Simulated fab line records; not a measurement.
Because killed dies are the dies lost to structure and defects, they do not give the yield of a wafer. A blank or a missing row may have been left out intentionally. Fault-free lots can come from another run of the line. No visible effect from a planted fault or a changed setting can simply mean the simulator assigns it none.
A struck lot beside a sound one | flow sky130 | 22 steps out of a route of 708
Sound: these wafers, L740.3, L740.4, L740.6. The struck wafers were L751.4, L751.5, L751.6. Last of all comes the cause.
Order at every step that has rows: each side's tool, ch and its chambers, its first start. Under that, the readings that differ: sound wafers | struck wafers | difference of the means | sigmas: that difference in standard deviations of wafers without a fault.
alike: readings with means less than 2 such deviations apart, plus words and numbers identical on both sides. not compared: withheld readings, readings lacking a value on some wafer, bounds such as >300 that could conceal the same value, and numbers that have no deviation in the record and whose values overlap.
Wherever a step has rows on one side only, a row that says differs or no value, or a row with sigmas, the two part there. Numbers that don't overlap but have no deviation are shown without sigmas and don't part them. A reading missing from all wafers of one side parts the sides only when that side holds two or more wafers.

first, 8 steps without rows for these wafers: SKY_DNWELL_DEHYDRATE_00 (time 60 s); SKY_DNWELL_HMDS_01 (prime time 60 s); SKY_DNWELL_COAT_02 (resist thk 3000 nm); SKY_DNWELL_SOFTBAKE_03; SKY_DNWELL_EXPOSE_04 (exposes mask DNM, target cd 3000 nm); SKY_DNWELL_PEB_05; SKY_DNWELL_DEVELOP_06 (develop time 60 s); SKY_DNWELL_IMPLANT_07.
SKY_DNWELL_STRIP_08: strips in O2/N2.
  sound on plasma-asher-02 ch 0,1, day 5 04:56; struck on plasma-asher-03 ch 0,1, day 8 00:27
  reading                      | sound             | struck            | difference | sigmas
  strip-time-to-endpoint-s (s) | 36.63 36.68 36.71 | 36.89 36.86 36.97 | +0.23      | +2
  alike: drypump-motor-current-A, oes-product-au
  not compared: rf-hours-counter-h
SKY_DNWELL_TW_MEAS_09:
  sound on film-metro-03 at day 5 05:02; struck on film-metro-03 at day 8 00:33
  alike: DNWELL_TW
then, 2 steps without rows for these wafers: SKY_PWDE_DEHYDRATE_00 (time 60 s); SKY_PWDE_HMDS_01 (prime time 60 s).
SKY_PWDE_COAT_02: resist thk 3000 nm.
  sound on litho-track-03 ch 0, day 5 13:37; struck on litho-track-03 ch 0, day 8 09:26
  reading                                | sound          | struck         | difference | sigmas
  model.coat_of_PWDE_COAT_02.thk-nm (nm) | 2987 2991 2989 | 2842 2856 2838 | -144       |
  alike: chill-plate-temp-C, spin-speed-rpm
then, 3 steps without rows for these wafers: SKY_PWDE_SOFTBAKE_03; SKY_PWDE_EXPOSE_04 (exposes mask PWDEM, target cd 840 nm); SKY_PWDE_PEB_05.
SKY_PWDE_DEVELOP_06: develop time 60 s.
  sound: litho-track-04 ch 0; struck: litho-track-03 ch 0
  reading                                | sound          | struck         | difference | sigmas
  model.coat_of_PWDE_COAT_02.thk-nm (nm) | 2983 2987 2985 | 2838 2852 2834 | -144       |
  alike: chill-plate-temp-C, developer-temp-C
SKY_PWDE_OVL_MEAS_07:
  sound on overlay-01 at day 5 23:19; struck on overlay-02 at day 8 19:05
  alike: PWDE_OVL
after that, 1 step had no rows for these wafers: SKY_PWDE_IMPLANT_08.
SKY_PWDE_STRIP_09: strips in O2/N2.
  sound on plasma-asher-04 ch 0,1, day 5 23:32; struck on plasma-asher-04 ch 0,1, day 8 19:17
  reading                      | sound             | struck            | difference | sigmas
  strip-time-to-endpoint-s (s) | 36.76 36.80 36.78 | 35.12 35.26 35.07 | -1.63      | -16
  alike: drypump-motor-current-A, oes-product-au
  not compared: rf-hours-counter-h
SKY_PWDE_TW_MEAS_10:
  sound on film-metro-03 at day 5 23:37; struck on film-metro-04 at day 8 19:23
  reading | sound             | struck            | difference | sigmas
  PWDE_TW | 375.5 372.6 374.4 | 369.9 368.2 368.8 | -5.2       | -2
-- the record jumps here: 42 days lie between the struck wafers' starts before and after (it left off in module PWDE and takes up again in module PAD_OPEN, whose first step shown is number 708 of the route) --
SKY_PAD_OPEN_PROBE_99:
  sound on prober-02 at day 48 04:03; struck on prober-02 at day 50 14:08
  reading                                   | sound             | struck            | difference | sigmas
  model.etest.res_p_drift_20v.width-nm (nm) | 829.5 829.7 830.5 | 846.7 842.8 848.7 | +16.2      |
  alike: killed_at_M0_to_M3, killed_at_M4_up, killed-at-contacts, killed-at-front-end, killed-at-other, killed-dies, killed-open, killed-short

WHERE THEY PART
First at SKY_DNWELL_STRIP_08; last, within this record, at SKY_PWDE_TW_MEAS_10. Later steps at which nothing parts them and some readings are alike: SKY_PAD_OPEN_PROBE_99.

WHY: whatever the simulator had introduced
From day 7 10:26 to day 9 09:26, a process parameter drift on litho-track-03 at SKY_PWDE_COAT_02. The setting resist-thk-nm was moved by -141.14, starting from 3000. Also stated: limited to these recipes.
